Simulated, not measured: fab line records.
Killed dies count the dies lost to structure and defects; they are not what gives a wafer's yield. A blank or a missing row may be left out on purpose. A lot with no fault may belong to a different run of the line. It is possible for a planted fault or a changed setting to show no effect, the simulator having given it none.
Which tool did it? / flow gf180mcu / 13 lots with 39 wafers sampled at 4 steps, on a route of 602 steps

== WHAT THE GAUGES READ, wafer by wafer ==
GF_STI_CD_MEAS_12: the cd target is 220 nm.
lot=L768; measured=day 2 01:42; on=cd_sem-02; cd_nm (nm)=221.5 221.3 222.0
lot=L772; measured=day 2 22:00; on=cd_sem-01; cd_nm (nm)=219.9 219.5 219.7
lot=L774; measured=day 3 08:14; on=cd_sem-01; cd_nm (nm)=219.4 221.4 220.6
lot=L775; measured=day 3 12:31; on=cd_sem-02; cd_nm (nm)=219.8 218.8 219.5
lot=L777; measured=day 3 23:11; on=cd_sem-01; cd_nm (nm)=218.0 218.9 217.2
lot=L778; measured=day 4 06:22; on=cd_sem-02; cd_nm (nm)=219.6 219.8 219.3
lot=L783; measured=day 5 12:07; on=cd_sem-01; cd_nm (nm)=176.3 176.9 176.7
lot=L784; measured=day 5 12:27; on=cd_sem-02; cd_nm (nm)=219.5 219.1 218.5
lot=L787; measured=day 6 02:41; on=cd_sem-01; cd_nm (nm)=220.7 221.2 221.9
lot=L788; measured=day 6 08:11; on=cd_sem-02; cd_nm (nm)=218.1 219.5 218.8
lot=L789; measured=day 6 14:25; on=cd_sem-02; cd_nm (nm)=219.8 220.2 219.8
lot=L790; measured=day 6 18:59; on=cd_sem-02; cd_nm (nm)=219.6 218.1 217.8
lot=L791; measured=day 7 00:09; on=cd_sem-02; cd_nm (nm)=220.5 221.0 220.9

GF_SAB_CD_MEAS_09: the cd target is 420 nm.
lot=L768; measured=day 14 20:14; on=cd_sem-02; cd_nm (nm)=422.5 421.2 422.5
lot=L772; measured=day 16 08:21; on=cd_sem-02; cd_nm (nm)=415.5 416.2 414.0
lot=L774; measured=day 17 08:55; on=cd_sem-02; cd_nm (nm)=420.0 419.3 419.2
lot=L775; measured=day 17 23:16; on=cd_sem-01; cd_nm (nm)=417.8 417.5 416.9
lot=L777; measured=day 19 00:40; on=cd_sem-01; cd_nm (nm)=425.8 426.2 426.3
lot=L778; measured=day 19 15:37; on=cd_sem-02; cd_nm (nm)=417.9 419.0 415.4
lot=L783; measured=day 20 20:48; on=cd_sem-01; cd_nm (nm)=420.5
lot=L784; measured=day 21 00:20; on=cd_sem-02; cd_nm (nm)=418.6 417.0 418.1
lot=L787; measured=day 21 20:40; on=cd_sem-01; cd_nm (nm)=419.5 421.5 421.4
lot=L788; measured=day 22 02:28; on=cd_sem-01; cd_nm (nm)=421.2 419.3 419.7
lot=L789; measured=day 22 11:38; on=cd_sem-02; cd_nm (nm)=423.2 421.8 420.8
lot=L790; measured=day 22 18:40; on=cd_sem-01; cd_nm (nm)=419.5 420.3 420.1
lot=L791; measured=day 23 04:05; on=cd_sem-01; cd_nm (nm)=416.6 417.1 417.5

== TOOL THAT RAN EACH LOT (tool first, then ch and the chambers of the sampled wafers, then the start) ==
lot=L768; GF_STI_EXPOSE_09=krf_scanner-02 ch 0, day 1 19:35; GF_HV_LDD_RTA_52=rtp_anneal-01 ch 0, day 12 04:13
lot=L772; GF_STI_EXPOSE_09=krf_scanner-02 ch 0, day 2 15:35; GF_HV_LDD_RTA_52=rtp_anneal-02 ch 0, day 13 12:16
lot=L774; GF_STI_EXPOSE_09=krf_scanner-02 ch 0, day 3 02:11; GF_HV_LDD_RTA_52=rtp_anneal-02 ch 0, day 14 10:37
lot=L775; GF_STI_EXPOSE_09=krf_scanner-01 ch 0, day 3 06:20; GF_HV_LDD_RTA_52=rtp_anneal-01 ch 0, day 15 01:49
lot=L777; GF_STI_EXPOSE_09=krf_scanner-01 ch 0, day 3 17:13; GF_HV_LDD_RTA_52=rtp_anneal-02 ch 0, day 16 00:34
lot=L778; GF_STI_EXPOSE_09=krf_scanner-02 ch 0, day 3 23:57; GF_HV_LDD_RTA_52=rtp_anneal-01 ch 0, day 16 12:44
lot=L783; GF_STI_EXPOSE_09=krf_scanner-02 ch 0, day 5 04:25; GF_HV_LDD_RTA_52=rtp_anneal-02 ch 0, day 17 19:19
lot=L784; GF_STI_EXPOSE_09=krf_scanner-01 ch 0, day 5 04:46; GF_HV_LDD_RTA_52=rtp_anneal-01 ch 0, day 17 21:32
lot=L787; GF_STI_EXPOSE_09=krf_scanner-02 ch 0, day 5 19:51; GF_HV_LDD_RTA_52=rtp_anneal-02 ch 0, day 18 18:22
lot=L788; GF_STI_EXPOSE_09=krf_scanner-02 ch 0, day 6 00:50; GF_HV_LDD_RTA_52=rtp_anneal-02 ch 0, day 18 23:01
lot=L789; GF_STI_EXPOSE_09=krf_scanner-02 ch 0, day 6 07:01; GF_HV_LDD_RTA_52=rtp_anneal-02 ch 0, day 19 08:31
lot=L790; GF_STI_EXPOSE_09=krf_scanner-02 ch 0, day 6 11:41; GF_HV_LDD_RTA_52=rtp_anneal-01 ch 0, day 19 16:25
lot=L791; GF_STI_EXPOSE_09=krf_scanner-02 ch 0, day 6 16:21; GF_HV_LDD_RTA_52=rtp_anneal-02 ch 0, day 20 01:22
- GF_STI_EXPOSE_09: exposes mask COMP, target cd 220 nm.
- GF_HV_LDD_RTA_52: time 10 s.

== WHAT THE TOOLS THEMSELVES READ (means of the sampled wafers that have a number; where no wafer has one, the mark that the record gives instead) ==
GF_STI_EXPOSE_09.
lot=L768 tool=krf_scanner-02 exposure_dose_mJ_cm2=28.00
lot=L772 tool=krf_scanner-02 exposure_dose_mJ_cm2=28.02
lot=L774 tool=krf_scanner-02 exposure_dose_mJ_cm2=28.01
lot=L775 tool=krf_scanner-01 exposure_dose_mJ_cm2=28.00
lot=L777 tool=krf_scanner-01 exposure_dose_mJ_cm2=28.00
lot=L778 tool=krf_scanner-02 exposure_dose_mJ_cm2=28.04
lot=L783 tool=krf_scanner-02 exposure_dose_mJ_cm2=27.99
lot=L784 tool=krf_scanner-01 exposure_dose_mJ_cm2=27.97
lot=L787 tool=krf_scanner-02 exposure_dose_mJ_cm2=27.99
lot=L788 tool=krf_scanner-02 exposure_dose_mJ_cm2=28.00
lot=L789 tool=krf_scanner-02 exposure_dose_mJ_cm2=27.95
lot=L790 tool=krf_scanner-02 exposure_dose_mJ_cm2=27.99
lot=L791 tool=krf_scanner-02 exposure_dose_mJ_cm2=27.99

GF_HV_LDD_RTA_52.
lot=L768; tool=rtp_anneal-01; lamp_power_pct (%)=35.6; wafer_temp_C_max=1003.2
lot=L772; tool=rtp_anneal-02; lamp_power_pct (%)=35.0; wafer_temp_C_max=1004.4
lot=L774; tool=rtp_anneal-02; lamp_power_pct (%)=35.0; wafer_temp_C_max=1004.9
lot=L775; tool=rtp_anneal-01; lamp_power_pct (%)=35.6; wafer_temp_C_max=1003.9
lot=L777; tool=rtp_anneal-02; lamp_power_pct (%)=34.9; wafer_temp_C_max=1006.5
lot=L778; tool=rtp_anneal-01; lamp_power_pct (%)=35.7; wafer_temp_C_max=1004.7
lot=L783; tool=rtp_anneal-02; lamp_power_pct (%)=34.9; wafer_temp_C_max=1006.9
lot=L784; tool=rtp_anneal-01; lamp_power_pct (%)=35.7; wafer_temp_C_max=1003.3
lot=L787; tool=rtp_anneal-02; lamp_power_pct (%)=35.0; wafer_temp_C_max=1004.4
lot=L788; tool=rtp_anneal-02; lamp_power_pct (%)=35.0; wafer_temp_C_max=1003.7
lot=L789; tool=rtp_anneal-02; lamp_power_pct (%)=34.9; wafer_temp_C_max=1004.3
lot=L790; tool=rtp_anneal-01; lamp_power_pct (%)=35.7; wafer_temp_C_max=1002.7
lot=L791; tool=rtp_anneal-02; lamp_power_pct (%)=35.0; wafer_temp_C_max=1005.6

== THE ANSWER, worked out from the rows above alone ==
Rule: usual is defined by the lots themselves. The widest of any qualifying gaps counts: lots, ordered by their means at a reading, are off when they make up no more than a third of the lots, leave a main group of 4 or more, and stand apart from it by 3 or more times the standard deviation of that group's means. The tables above print the reading to a certain number of digits; a main group whose means all agree to those digits is not used. A lot without any number at a reading at which 4 lots or more have one is off too. Any other lot the step has rows for is counted as sound. First the gauges in route order, then the tools' own readings, where a lot's mean is used as printed above. At the first step where some lot is off, the reading lying furthest off is the one used; lots without a number count as furthest.
Off: L783 (GF_STI_CD_MEAS_12, cd_nm). Mean 219.8 nm and standard deviation 1.1 in the main group.
A tool fits if, at a process step before that reading, it ran every lot that is off, and no sound lot after the first of them. Gauges at GF_STI_CD_MEAS_12: tried the same way as those tools. None of those tried fits.

== WHAT HAD BEEN PUT IN BY THE SIMULATOR ==
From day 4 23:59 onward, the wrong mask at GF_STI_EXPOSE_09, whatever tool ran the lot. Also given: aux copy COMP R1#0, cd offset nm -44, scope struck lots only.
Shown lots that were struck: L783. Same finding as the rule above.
